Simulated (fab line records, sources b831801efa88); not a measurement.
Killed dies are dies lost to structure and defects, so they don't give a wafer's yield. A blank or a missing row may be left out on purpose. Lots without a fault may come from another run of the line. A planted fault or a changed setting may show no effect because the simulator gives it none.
Tool commonality check | flow gf180mcu | 14 lots, 42 wafers sampled

WHY IT WAS OPENED
At GF_NWELL_OVL_MEAS_07 the reading NWELL_OVL is flagged on 2 of 14 lots. Wafers without a fault read 1.0 nm, standard deviation 1.4.
Rule: a lot is flagged when every wafer of it that has a number lies more than 4 standard deviations from that mean, or none has a number. The other lots count as sound.

lot  | measured    | on         | NWELL_OVL (nm), wafer by wafer | flag
L564 | day 3 07:06 | overlay-01 | 0.4 0.1 1.4                    |
L565 | day 3 15:05 | overlay-02 | -2.3 -1.4 -0.3                 |
L567 | day 3 23:33 | overlay-01 | 1.9 2.1 3.3                    |
L568 | day 4 03:46 | overlay-02 | 0.0 0.2 1.4                    |
L569 | day 4 08:38 | overlay-02 | 1.7 2.7 1.5                    |
L570 | day 5 01:08 | overlay-01 | 3.0 3.7 2.7                    |
L571 | day 5 01:19 | overlay-02 | 0.7 -0.8 -1.9                  |
L572 | day 5 05:14 | overlay-01 | 0.1 1.4 3.5                    |
L573 | day 5 07:45 | overlay-02 | 0.4 -0.1 1.2                   |
L574 | day 5 17:54 | overlay-02 | 1.8 -1.0 0.2                   |
L575 | day 5 21:48 | overlay-02 | -0.9 -0.7 -0.6                 |
L579 | day 6 15:24 | overlay-01 | -76.1 -77.9 -77.7              | FLAGGED
L581 | day 7 03:49 | overlay-02 | -79.5 -77.9 -78.8              | FLAGGED
L585 | day 8 01:45 | overlay-02 | -0.2 1.1 1.6                   |
The numbers of the flagged lots are -78.0 nm on average: -79.0 nm against the usual, or -56 standard deviations.

WHICH TOOL RAN EACH LOT
The record holds 1 process step before the reading, out of a route of 602 steps. In each cell: the tool, then ch and the chambers that the sampled wafers went through, then the start.
lot  | flag    | GF_NWELL_EXPOSE_04
L564 |         | iline_stepper-02 ch 0, day 3 00:48
L565 |         | iline_stepper-01 ch 0, day 3 09:19
L567 |         | iline_stepper-02 ch 0, day 3 17:48
L568 |         | iline_stepper-02 ch 0, day 3 21:23
L569 |         | iline_stepper-01 ch 0, day 4 01:52
L570 |         | iline_stepper-01 ch 0, day 4 18:14
L571 |         | iline_stepper-02 ch 0, day 4 18:43
L572 |         | iline_stepper-01 ch 0, day 4 23:01
L573 |         | iline_stepper-01 ch 0, day 5 01:27
L574 |         | iline_stepper-01 ch 0, day 5 10:58
L575 |         | iline_stepper-01 ch 0, day 5 15:42
L579 | FLAGGED | iline_stepper-01 ch 0, day 6 08:38
L581 | FLAGGED | iline_stepper-01 ch 0, day 6 20:31
L585 |         | iline_stepper-02 ch 0, day 7 17:49
What these steps do:
- GF_NWELL_EXPOSE_04: exposes mask Nwell, target cd 860 nm.
- GF_NWELL_OVL_MEAS_07

FLAGGED OVER TOTAL, TOOL BY TOOL (the gauges that took the reading come last)
step                 | tool             | lots run | flagged | share of the flagged lots | sound lots run after its first flagged lot
GF_NWELL_EXPOSE_04   | iline_stepper-01 | 9        | 2       | all                       | 0
GF_NWELL_EXPOSE_04   | iline_stepper-02 | 5        | 0       | none                      | -
GF_NWELL_OVL_MEAS_07 | overlay-01       | 5        | 1       | some                      | 0
GF_NWELL_OVL_MEAS_07 | overlay-02       | 9        | 1       | some                      | 1 (L585)

WHAT THE TABLE ALLOWS
1 row of the table ran every flagged lot: iline_stepper-01 at GF_NWELL_EXPOSE_04.
- iline_stepper-01 at GF_NWELL_EXPOSE_04: 2 of its 9 lots flagged. Its last sound lot is L575 (day 5 15:42), its first flagged lot L579 (day 6 08:38): a fault that began between those two fits.
One tool is left: iline_stepper-01 at GF_NWELL_EXPOSE_04.

WHAT THE SIMULATOR HAD PUT IN
Scanner matching overlay: iline_stepper-01, from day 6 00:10 on, at GF_NWELL_EXPOSE_04. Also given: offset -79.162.
Lots struck among those shown: L579, L581. The rule above found the same.
